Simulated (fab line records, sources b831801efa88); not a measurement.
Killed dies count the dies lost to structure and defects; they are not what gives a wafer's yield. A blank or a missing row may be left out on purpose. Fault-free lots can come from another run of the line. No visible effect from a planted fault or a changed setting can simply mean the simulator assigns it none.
Split-lot trial	flow sfqLine	on a route of 325 steps: 5 lots, 27 wafers read

ABOUT THE SPLIT
At SFQ_TRILAYER_JJ_TRILAYER_DEP_SPUTTER_110 (material Al, target thk 8 nm, time 10 s), the setting timeS was moved away from the recipe's 10 s on 12 of the 27 wafers read, by -36.0% to +43.3%. The other wafers ran this setting at the recipe's value.

The reading is taken at the split's own step.

THE READING
Al_of_TRILAYER_JJ_TRILAYER_DEP_SPUTTER_110.thkNm (the simulator's own value, which no gauge read), in nm, at SFQ_TRILAYER_JJ_TRILAYER_DEP_SPUTTER_110 (material Al, target thk 8 nm, time 10 s). There is no usual value for it anywhere in the file. Across the 15 wafers here that went through the recipe, the average is 7.948 nm and the standard deviation 0.17 nm.

wafer	tool, chamber at the split	timeS as run, s	against the recipe	Al_of_TRILAYER_JJ_TRILAYER_DEP_SPUTTER_110.thkNm, nm	against lot-mates on the recipe
L074.1	pvdSputter-05, -	10	recipe	7.934	-
L074.2	pvdSputter-05, -	10	recipe	8.046	-
L074.3	pvdSputter-05, -	14.33	+43.3%	11.43	+3.486
L074.4	pvdSputter-05, -	14.33	+43.3%	11.46	+3.516
L074.5	pvdSputter-05, -	14.33	+43.3%	11.44	+3.496
L074.6	pvdSputter-05, -	10	recipe	7.851	-
L076.1	pvdSputter-04, -	6.404	-36.0%	5.335	-2.780
L076.2	pvdSputter-04, -	10	recipe	8.253	-
L076.3	pvdSputter-04, -	6.404	-36.0%	5.13	-2.985
L076.4	pvdSputter-04, -	6.404	-36.0%	5.159	-2.956
L076.5	pvdSputter-04, -	10	recipe	8.136	-
L076.6	pvdSputter-04, -	10	recipe	7.955	-
L079.1	pvdSputter-04, -	13.48	+34.8%	10.77	+2.950
L079.2	pvdSputter-04, -	10	recipe	7.843	-
L079.3	pvdSputter-04, -	10	recipe	7.645	-
L079.4	pvdSputter-04, -	13.48	+34.8%	10.8	+2.980
L079.5	pvdSputter-04, -	10	recipe	7.972	-
L079.6	pvdSputter-04, -	13.48	+34.8%	10.63	+2.810
L080.1	pvdSputter-05, -	10	recipe	8.123	-
L080.2	pvdSputter-05, -	10	recipe	8.017	-
L080.3	pvdSputter-05, -	11.72	+17.2%	9.533	+1.442
L080.4	pvdSputter-05, -	11.72	+17.2%	9.539	+1.448
L080.5	pvdSputter-05, -	10	recipe	8.134	-
L080.6	pvdSputter-05, -	11.72	+17.2%	9.523	+1.432
L084.1	pvdSputter-06, -	10	recipe	7.657	-
L084.4	pvdSputter-06, -	10	recipe	7.812	-
L084.5	pvdSputter-06, -	10	recipe	7.847	-

THE FIT
A straight line over all 27 wafers: Al_of_TRILAYER_JJ_TRILAYER_DEP_SPUTTER_110.thkNm changes by +0.0794 nm for each +1% of timeS; r = +1.00; the points scatter about the line by 0.16 nm.
The same after taking each lot's own level away (the mean of its wafers on the recipe; 27 wafers): +0.0816 nm for each +1%; r = +1.00; scatter 0.092 nm.
On that fit, the largest move of timeS shifts the reading by 3.5 nm.
The lots' own levels span 7.7720 to 8.1147 nm, that is 2.0 times the standard deviation above.
The two slopes are in agreement: the lot-to-lot level therefore moves the slope only a little.
Check: +3.56 nm against its lot-mates is what the line predicts for one of the wafers moved furthest among these (+43.3%) when that wafer is left out of the fit. Against them it came out at +3.49 nm.

OTHER SPLITS ON THESE WAFERS
Other splits were also applied to these wafers ahead of the reading. Each is held against what the fit with the lots' levels taken away leaves over:
other split on the same wafers	wafers away from the commonest value	r with Al_of_TRILAYER_JJ_TRILAYER_DEP_SPUTTER_110.thkNm (lot level and that fit taken away)
SFQ_TRILAYER_I3_DEP_PECVD_081 timeS	9	+0.06

THE FILE'S OWN FIT
Al_of_TRILAYER_JJ_TRILAYER_DEP_SPUTTER_110.thkNm changes by +0.0818 nm for each +1% of timeS, r = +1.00.
